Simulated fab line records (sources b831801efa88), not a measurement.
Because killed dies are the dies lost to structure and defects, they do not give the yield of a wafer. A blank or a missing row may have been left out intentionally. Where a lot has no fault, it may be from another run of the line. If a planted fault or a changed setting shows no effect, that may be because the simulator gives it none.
Which of the tools did it? | flow sky130 | 12 lots, 36 wafers sampled, at 5 steps of a route of 708

WHAT EACH GAUGE READ, for each wafer
SKY_LDD_HVN_TW_MEAS_10.
lot  | measured     | on            | LDD_HVN_TW
L782 | day 20 12:44 | film_metro-04 | 1417 1419 1418
L787 | day 22 19:29 | film_metro-04 | 1422 1420 1417
L788 | day 22 19:47 | film_metro-01 | 1438 1442 1436
L789 | day 23 02:08 | film_metro-04 | 1423 1414 1421
L790 | day 23 21:20 | film_metro-04 | 1428 1417 1422
L791 | day 23 22:26 | film_metro-03 | 1454 1450 1453
L793 | day 24 13:27 | film_metro-01 | 1448 1459 1439
L797 | day 26 00:38 | film_metro-03 | 1456 1456 1453
L799 | day 27 05:35 | film_metro-03 | 1461 1456 1459
L802 | day 27 18:38 | film_metro-04 | 1428 1429 1434
L803 | day 28 11:38 | film_metro-03 | 1449 1450 1447
L805 | day 29 02:38 | film_metro-01 | 1443 1440 1439

SKY_POLY_CUT_OVL_MEAS_09.
lot  | measured     | on         | POLY_CUT_OVL (nm)
L782 | day 24 10:49 | overlay-01 | 6 1 9
L787 | day 26 15:53 | overlay-02 | -7 -4 -7
L788 | day 26 16:32 | overlay-02 | -6 1 1
L789 | day 26 21:52 | overlay-02 | -2 -6 0
L790 | day 27 17:37 | overlay-01 | 2 11 12
L791 | day 27 20:35 | overlay-02 | -6 4 3
L793 | day 28 07:23 | overlay-01 | 8 3 -7
L797 | day 29 17:37 | overlay-01 | 4 2 3
L799 | day 30 23:22 | overlay-02 | 11 3 1
L802 | day 31 11:50 | overlay-01 | -6 -11 -6
L803 | day 32 02:47 | overlay-02 | 7 3 2
L805 | day 32 17:17 | overlay-02 | 5 3 4

SKY_SD_P_CD_MEAS_07: target cd 380 nm.
lot  | measured     | on        | cd_nm (nm)
L782 | day 25 17:15 | cd_sem-02 | 379.1 379.8 377.6
L787 | day 27 21:54 | cd_sem-01 | 376.6 379.0 381.1
L788 | day 27 22:21 | cd_sem-02 | 380.6 381.6 381.3
L789 | day 28 02:20 | cd_sem-02 | 379.2 378.7 380.8
L790 | day 28 23:15 | cd_sem-01 | 380.3 378.6 380.7
L791 | day 29 01:45 | cd_sem-01 | 380.9 381.0 380.9
L793 | day 29 11:43 | cd_sem-01 | 386.2 387.8 387.2
L797 | day 30 22:15 | cd_sem-01 | 384.9 387.1 385.8
L799 | day 32 03:36 | cd_sem-01 | 378.5 384.3 379.7
L802 | day 32 16:08 | cd_sem-01 | 378.9 379.7 379.0
L803 | day 33 06:12 | cd_sem-02 | 377.4 380.6 380.8
L805 | day 33 21:00 | cd_sem-01 | 378.3 380.1 379.4

WHICH TOOL RAN EACH LOT (tool, then ch and the chambers of the sampled wafers, then the start)
lot  | SKY_LDD_HVN_STRIP_09                 | SKY_SD_P_DEVELOP_06
L782 | plasma_asher-04 ch 0,1, day 20 12:38 | litho_track-01 ch 0, day 25 17:06
L787 | plasma_asher-03 ch 0,1, day 22 19:23 | litho_track-04 ch 0, day 27 21:45
L788 | plasma_asher-01 ch 0,1, day 22 19:41 | litho_track-01 ch 0, day 27 22:12
L789 | plasma_asher-04 ch 0,1, day 23 02:02 | litho_track-02 ch 0, day 28 02:11
L790 | plasma_asher-03 ch 0,1, day 23 21:14 | litho_track-01 ch 0, day 28 23:06
L791 | plasma_asher-04 ch 0,1, day 23 22:20 | litho_track-01 ch 0, day 29 01:36
L793 | plasma_asher-01 ch 1, day 24 13:20   | litho_track-01 ch 0, day 29 11:35
L797 | plasma_asher-01 ch 0,1, day 26 00:32 | litho_track-01 ch 0, day 30 22:06
L799 | plasma_asher-01 ch 0,1, day 27 05:29 | litho_track-04 ch 0, day 32 03:27
L802 | plasma_asher-03 ch 0,1, day 27 18:32 | litho_track-02 ch 0, day 32 15:59
L803 | plasma_asher-01 ch 0,1, day 28 11:32 | litho_track-01 ch 0, day 33 06:03
L805 | plasma_asher-01 ch 0,1, day 29 02:32 | litho_track-01 ch 0, day 33 20:51
- SKY_LDD_HVN_STRIP_09: strips in O2/N2.
- SKY_SD_P_DEVELOP_06: develop time 60 s.

WHAT THE TOOLS THEMSELVES READ (means of the sampled wafers that have a number; where no wafer has one, the mark that the record gives instead)
SKY_LDD_HVN_STRIP_09.
lot  | tool            | drypump_motor_current_A (A) | oes_product_au (a.u.) | strip_time_to_endpoint_s (s)
L782 | plasma_asher-04 | 6.13                        | 0.410                 | 4.131
L787 | plasma_asher-03 | 6.29                        | 0.409                 | 4.124
L788 | plasma_asher-01 | 6.06                        | 0.411                 | 4.146
L789 | plasma_asher-04 | 6.10                        | 0.410                 | 4.125
L790 | plasma_asher-03 | 6.29                        | 0.406                 | 4.140
L791 | plasma_asher-04 | 6.18                        | 0.409                 | 4.123
L793 | plasma_asher-01 | 5.89                        | 0.407                 | 4.133
L797 | plasma_asher-01 | 6.09                        | 0.407                 | 4.114
L799 | plasma_asher-01 | 6.06                        | 0.402                 | 4.150
L802 | plasma_asher-03 | 6.05                        | 0.406                 | 4.122
L803 | plasma_asher-01 | 5.99                        | 0.406                 | 4.140
L805 | plasma_asher-01 | 6.08                        | 0.410                 | 4.146

SKY_SD_P_DEVELOP_06.
lot  | tool           | developer_temp_C (C) | exhaust_pa (Pa) | resist_line_temp_C (C)
L782 | litho_track-01 | 23.07                | 44.8            | 22.96
L787 | litho_track-04 | 22.98                | 44.5            | 23.09
L788 | litho_track-01 | 22.89                | 45.3            | 23.08
L789 | litho_track-02 | 22.98                | 45.3            | 22.88
L790 | litho_track-01 | 23.08                | 43.4            | 22.95
L791 | litho_track-01 | 22.81                | 44.5            | 23.02
L793 | litho_track-01 | 20.79                | 45.7            | 22.98
L797 | litho_track-01 | 20.80                | 45.5            | 23.01
L799 | litho_track-04 | 22.76                | 43.9            | 23.01
L802 | litho_track-02 | 23.04                | 44.3            | 23.03
L803 | litho_track-01 | 23.06                | 44.7            | 22.83
L805 | litho_track-01 | 22.99                | 44.6            | 22.86

THE ANSWER, worked out from the rows above alone
Rule: usual is defined by the lots themselves. The widest of any qualifying gaps counts: lots, ordered by their means at a reading, are off when they make up no more than a third of the lots, leave a main group of 4 or more, and stand apart from it by 3 or more times the standard deviation of that group's means. The tables above print the reading to a certain number of digits; a main group whose means all agree to those digits is not used. A lot without any number at a reading at which 4 lots or more have one is off too. Where the step has rows for the other lots, those lots are counted as sound. The gauges are gone through in route order, then the tools' own readings, and for those a lot's mean is taken as printed above. The first step at which some lot is off is used, and at that step the reading that is off furthest; a lot without a number counts as furthest.
Off at SKY_SD_P_CD_MEAS_07 (cd_nm): L793, L797. The main group has a mean of 379.8 nm with a standard deviation of 0.82.
A tool fits if, at a process step before that reading, it ran every lot that is off, and no sound lot after the first of them. The gauges at SKY_SD_P_CD_MEAS_07 aren't tried: what is off there is off at SKY_SD_P_DEVELOP_06 too, on other tools, and a gauge's error can't cause that. Of those tried, none fits.

WHAT THE SIMULATOR HAD INSERTED
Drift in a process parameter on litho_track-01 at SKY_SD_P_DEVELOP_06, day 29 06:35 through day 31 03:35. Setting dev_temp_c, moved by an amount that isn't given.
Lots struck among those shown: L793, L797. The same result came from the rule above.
